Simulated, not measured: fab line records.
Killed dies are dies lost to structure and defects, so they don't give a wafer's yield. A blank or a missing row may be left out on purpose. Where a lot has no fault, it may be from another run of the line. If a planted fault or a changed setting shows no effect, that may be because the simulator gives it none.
Chamber matching + flow sky130 + SKY_SPACER_ETCHBACK_02 on rie-diel-02: 4 sister chambers
The step etches Si3N4 in CH3F/O2, stops on SiO2, time 46.7 s, target depth 45 nm. 14 wafers are shown with their chamber, then 7 later ones without.

== WAFERS WITH THEIR CHAMBER ==
| wafer  | chamber | oes-product-au (a.u.) | throttle-valve-pct (%) |
|--------|---------|-----------------------|------------------------|
| L169.2 | 0       | 0.844                 | 10.552                 |
| L169.3 | 2       | 0.846                 | 10.555                 |
| L169.4 | 1       | 0.844                 | 10.556                 |
| L171.1 | 2       | 0.854                 | 10.573                 |
| L171.2 | 1       | 0.858                 | 10.556                 |
| L171.3 | 3       | 0.850                 | 10.553                 |
| L172.1 | 2       | 0.853                 | 10.548                 |
| L172.3 | 3       | 0.851                 | 10.571                 |
| L172.6 | 3       | 0.853                 | 10.566                 |
| L173.1 | 1       | 0.856                 | 10.572                 |
| L173.2 | 3       | 0.863                 | 10.553                 |
| L173.6 | 0       | 0.855                 | 10.568                 |
| L183.3 | 1       | 0.852                 | 10.560                 |
| L183.5 | 2       | 0.849                 | 10.565                 |

SIGNATURES (averages over the wafers above)
| reading            | chamber 0 | chamber 1 | chamber 2 | chamber 3 | scatter within a chamber |
|--------------------|-----------|-----------|-----------|-----------|--------------------------|
| oes-product-au     | 0.84950   | 0.85250   | 0.85050   | 0.85425   | 0.00569                  |
| throttle-valve-pct | 10.56000  | 10.56100  | 10.56025  | 10.56075  | 0.00957                  |
Rule: for each reading, subtract the chamber's mean from the wafer's reading, divide by that reading's scatter and square the result; add these up over the readings and take the root, which gives the wafer's distance from the chamber. The wafer belongs to the nearest chamber; if the next one is less than 2 further off, it can't be placed. The scatter: the root of (the sum of the squares of (reading less its chamber's mean) over the shown wafers, divided by (wafers less chambers)).

== WAFERS WITH NO CHAMBER GIVEN ==
| wafer  | oes-product-au (a.u.) | throttle-valve-pct (%) |
|--------|-----------------------|------------------------|
| L183.6 | 0.848                 | 10.565                 |
| L190.1 | 0.851                 | 10.560                 |
| L190.2 | 0.844                 | 10.561                 |
| L190.5 | 0.844                 | 10.566                 |
| L189.3 | 0.851                 | 10.550                 |
| L189.4 | 0.851                 | 10.574                 |
| L189.5 | 0.849                 | 10.578                 |

== CHAMBER TAKEN BY EACH ==
| wafer  | from the rows above               | in truth |
|--------|-----------------------------------|----------|
| L183.6 | can't be placed: 0 or 2 or 1 or 3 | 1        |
| L190.1 | can't be placed: 2 or 0 or 1 or 3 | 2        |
| L190.2 | can't be placed: 0 or 2 or 1 or 3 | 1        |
| L190.5 | can't be placed: 0 or 2 or 1 or 3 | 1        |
| L189.3 | can't be placed: 2 or 0 or 1 or 3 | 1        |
| L189.4 | can't be placed: 1 or 2 or 0 or 3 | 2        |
| L189.5 | can't be placed: 2 or 1 or 0 or 3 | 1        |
Correct placement for 0 of the 7. Cannot be placed on the basis of these rows: 7; the candidates contain the true chamber in 7. 0 placed wrongly.
